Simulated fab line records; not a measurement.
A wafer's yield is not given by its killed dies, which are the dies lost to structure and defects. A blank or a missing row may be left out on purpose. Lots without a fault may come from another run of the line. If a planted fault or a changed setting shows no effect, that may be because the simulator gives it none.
Which tool did it?	flow sky130	Sampling: 11 lots, 33 wafers, 2 of 708 route steps

== WHAT EACH GAUGE READ, for each wafer ==
SKY_SD_N_RS_MEAS_16: the measuring method here is four-point-probe.
lot	measured	on	SD_N_RS (ohm/sq)
L411	day 29 23:33	film-metro-03	68.57 68.47 68.47
L413	day 30 09:08	film-metro-02	68.51 68.53 68.52
L415	day 31 05:49	film-metro-01	68.40 68.63 68.60
L414	day 31 07:04	film-metro-01	68.48 68.69 68.50
L416	day 31 17:53	film-metro-03	68.80 68.69 68.54
L417	day 31 21:12	film-metro-02	60.63 60.51 60.56
L418	day 32 02:02	film-metro-02	68.56 68.70 68.73
L419	day 32 07:25	film-metro-01	60.35 60.21 60.45
L420	day 32 17:25	film-metro-01	68.33 68.45 68.49
L426	day 34 08:51	film-metro-02	68.70 68.64 68.75
L429	day 35 12:36	film-metro-02	68.78 68.70 68.68

== EACH LOT AND THE TOOL THAT RAN IT (in order: tool; ch and the chambers of the sampled wafers; start) ==
lot	SKY_SD_N_RTA_14
L411	rtp-anneal-01 ch 0, day 29 23:23
L413	rtp-anneal-01 ch 0, day 30 08:58
L415	rtp-anneal-02 ch 0, day 31 05:38
L414	rtp-anneal-01 ch 0, day 31 06:54
L416	rtp-anneal-02 ch 0, day 31 17:43
L417	rtp-anneal-01 ch 0, day 31 21:02
L418	rtp-anneal-02 ch 0, day 32 01:52
L419	rtp-anneal-01 ch 0, day 32 07:14
L420	rtp-anneal-02 ch 0, day 32 17:14
L426	rtp-anneal-02 ch 0, day 34 08:41
L429	rtp-anneal-01 ch 0, day 35 12:26
- SKY_SD_N_RTA_14: time 2 s.

== THE ANSWER, worked out from the rows above alone ==
Rule: what is usual is taken from the lots themselves. The widest of any qualifying gaps counts: lots, ordered by their means at a reading, are off when they make up no more than a third of the lots, leave a main group of 4 or more, and stand apart from it by 3 or more times the standard deviation of that group's means. A main group is skipped when, at the precision printed for the reading in the tables above, its means are all equal. A lot without any number at a reading at which 4 lots or more have one is off too. All remaining lots with rows at the step are treated as sound.
Off: at SKY_SD_N_RS_MEAS_16 (SD_N_RS), L417, L419. For the main group the mean is 68.59 ohm/sq and the standard deviation 0.097.
A tool fits if, at a process step before that reading, it ran every lot that is off, and no sound lot after the first of them. Those tools and the gauges at SKY_SD_N_RS_MEAS_16 are tried in the same way. Of those tried, none fits.

== WHAT THE SIMULATOR HAD PUT IN ==
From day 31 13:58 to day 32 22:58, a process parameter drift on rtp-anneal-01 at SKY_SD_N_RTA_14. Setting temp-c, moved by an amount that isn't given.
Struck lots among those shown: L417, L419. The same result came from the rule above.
